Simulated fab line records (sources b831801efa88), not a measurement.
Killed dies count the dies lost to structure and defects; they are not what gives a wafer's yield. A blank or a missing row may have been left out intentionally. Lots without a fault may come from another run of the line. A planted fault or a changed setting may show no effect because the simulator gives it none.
Comparing a struck lot with a sound one | flow sky130 | 15 steps out of a route of 708
Sound: the wafers L929.3, L929.4, L929.6. Wafers L940.3, L940.4, L940.5 were the ones struck. Last of all comes the cause.
For every step that has rows: the tool of each side, followed by ch and its chambers, followed by its first start. Under that, the readings that differ: sound wafers | struck wafers | difference of the means | sigmas: that difference in standard deviations of wafers without a fault.
alike: readings with means less than 2 such deviations apart, plus words and numbers identical on both sides. not compared: withheld readings, readings lacking a value on some wafer, bounds such as >300 that could conceal the same value, and numbers that have no deviation in the record and whose values overlap.
Wherever a step has rows on one side only, a row that says differs or no value, or a row with sigmas, the two part there. When numbers do not overlap yet have no deviation, they are printed without sigmas and do not part them. Lack of a reading on every wafer of one side parts them only where that side has two or more wafers.

SKY_LDD_HVP_OVL_MEAS_07:
  sound on overlay-02, day 23 21:19; struck on overlay-02, day 27 12:40
  alike: LDD_HVP_OVL
after that, 1 step had no rows for these wafers: SKY_LDD_HVP_IMPLANT_08.
SKY_LDD_HVP_STRIP_09: strips in O2/N2.
  sound on plasma_asher-03 ch 0,1, day 23 21:32; struck on plasma_asher-03 ch 0,1, day 27 12:52
  alike: chamber_pressure_mTorr, drypump_motor_current_A, oes_product_au, strip_time_to_endpoint_s
  not compared: rf_hours_counter_h
SKY_LDD_HVP_TW_MEAS_10:
  sound on film_metro-04, day 23 21:37; struck on film_metro-01, day 27 12:58
  alike: LDD_HVP_TW
then, 7 steps without rows for these wafers: SKY_LDD_LDN_DEHYDRATE_00 (time 60 s); SKY_LDD_LDN_HMDS_01 (prime time 60 s); SKY_LDD_LDN_COAT_02 (resist thk 1140 nm); SKY_LDD_LDN_SOFTBAKE_03 (time 60 s); SKY_LDD_LDN_EXPOSE_04 (exposes mask LDNTM, target cd 700 nm); SKY_LDD_LDN_PEB_05; SKY_LDD_LDN_DEVELOP_06 (develop time 60 s).
SKY_LDD_LDN_OVL_MEAS_07:
  sound on overlay-01, day 25 03:25; struck on overlay-01, day 28 17:41
  alike: LDD_LDN_OVL
SKY_LDD_LDN_IMPLANT_08:
  sound on implanter-01 ch 0, day 25 03:29; struck on implanter-01 ch 0, day 28 17:46
  reading                   | sound                | struck               | difference | sigmas
  beam_energy_keV           | 15.004 15.006 15.003 | 18.551 18.548 18.550 | +3.545     | +99 or more
  model.implant.rp_nm (nm)  | 12.64 12.64 12.64    | 14.74 14.74 14.74    | +2.10      |
  model.implant.drp_nm (nm) | 5.933 5.933 5.933    | 6.848 6.848 6.848    | +0.915     |
after that, 1 step had no rows for these wafers: SKY_LDD_LDN_IMPLANT_09.
-- the record jumps here: 21 days lie between the struck wafers' starts before and after (it left off in module LDD_LDN and takes up again in module PAD_OPEN, whose first step shown is number 708 of the route) --
SKY_PAD_OPEN_PROBE_99:
  sound on prober-01, day 47 10:56; struck on prober-01, day 49 22:11
  reading                         | sound          | struck         | difference | sigmas
  model.etest.tip_sonos.rs_ohm_sq | 2715 2694 2692 | 2488 2459 2444 | -237       |
  alike: killed_at_M0_to_M3, killed_at_M4_up, killed_at_contacts, killed_at_front_end, killed_at_other, killed_dies, killed_open, killed_short

## WHERE THEY PART
SKY_LDD_LDN_IMPLANT_08 only, going by this record. Later steps at which nothing parts them and some readings are alike: SKY_PAD_OPEN_PROBE_99.

WHY: what had been put in by the simulator
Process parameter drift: implanter-01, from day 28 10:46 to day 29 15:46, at SKY_LDD_LDN_IMPLANT_08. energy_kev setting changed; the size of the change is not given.
